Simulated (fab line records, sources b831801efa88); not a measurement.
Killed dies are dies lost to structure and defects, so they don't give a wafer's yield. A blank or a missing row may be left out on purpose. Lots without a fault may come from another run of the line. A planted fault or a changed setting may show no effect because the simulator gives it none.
Which tool did it? | flow gf180mcu | 13 lots, 39 wafers sampled, at 1 step of a route of 602

WHAT THE GAUGES READ, wafer by wafer
GF_V2_CD_MEAS_14: target cd 260 nm.
lot  | measured     | on        | cd_nm (nm)
L774 | day 20 07:55 | cd_sem-01 | 258.9 260.7 260.0
L775 | day 20 18:16 | cd_sem-01 | 259.1 259.4 258.4
L777 | day 21 09:41 | cd_sem-02 | 258.6 259.0 259.8
L778 | day 21 18:47 | cd_sem-01 | 259.3 258.9 257.7
L780 | day 22 19:14 | cd_sem-01 | 258.5 259.7 258.4
L781 | day 22 21:20 | cd_sem-02 | 261.2 260.6 260.7
L783 | day 23 19:21 | cd_sem-01 | 256.7 257.9 257.5
L784 | day 24 00:59 | cd_sem-02 | 260.5 259.7 260.5
L785 | day 24 09:08 | cd_sem-02 | 257.3 257.8 256.1
L789 | day 25 13:55 | cd_sem-02 | 258.1 258.0 258.0
L794 | day 27 05:23 | cd_sem-01 | 260.9 260.4 261.1
L795 | day 27 11:29 | cd_sem-01 | 259.2 260.5 259.1
L796 | day 27 20:35 | cd_sem-01 | 258.4 259.5 259.7

WHICH TOOL RAN EACH LOT (tool, then ch and the chambers of the sampled wafers, then the start)
The record holds no process step before these readings.

WHAT THE TOOLS THEMSELVES READ (means of the sampled wafers that have a number; where no wafer has one, the mark that the record gives instead)
The record holds no such reading with a usual standard deviation.

THE ANSWER, worked out from the rows above alone
Rule: what is usual is taken from the lots themselves. Put in order of their means at a reading, lots are off if they are a third of the lots or fewer, leave a main group of 4 or more, and stand apart from it by a gap of 3 or more times the standard deviation of the main group's means; of several such gaps the widest counts. A main group whose means are all the same, to the digits that the tables above print for the reading, isn't used. A lot without any number at a reading at which 4 lots or more have one is off too. The other lots that the step has rows for count as sound. The gauges are gone through in route order, then the tools' own readings, and for those a lot's mean is taken as printed above. The first step at which some lot is off is used, and at that step the reading that is off furthest; a lot without a number counts as furthest.
No lot is off at any reading shown: from this, nothing can be told.

WHAT THE SIMULATOR HAD PUT IN
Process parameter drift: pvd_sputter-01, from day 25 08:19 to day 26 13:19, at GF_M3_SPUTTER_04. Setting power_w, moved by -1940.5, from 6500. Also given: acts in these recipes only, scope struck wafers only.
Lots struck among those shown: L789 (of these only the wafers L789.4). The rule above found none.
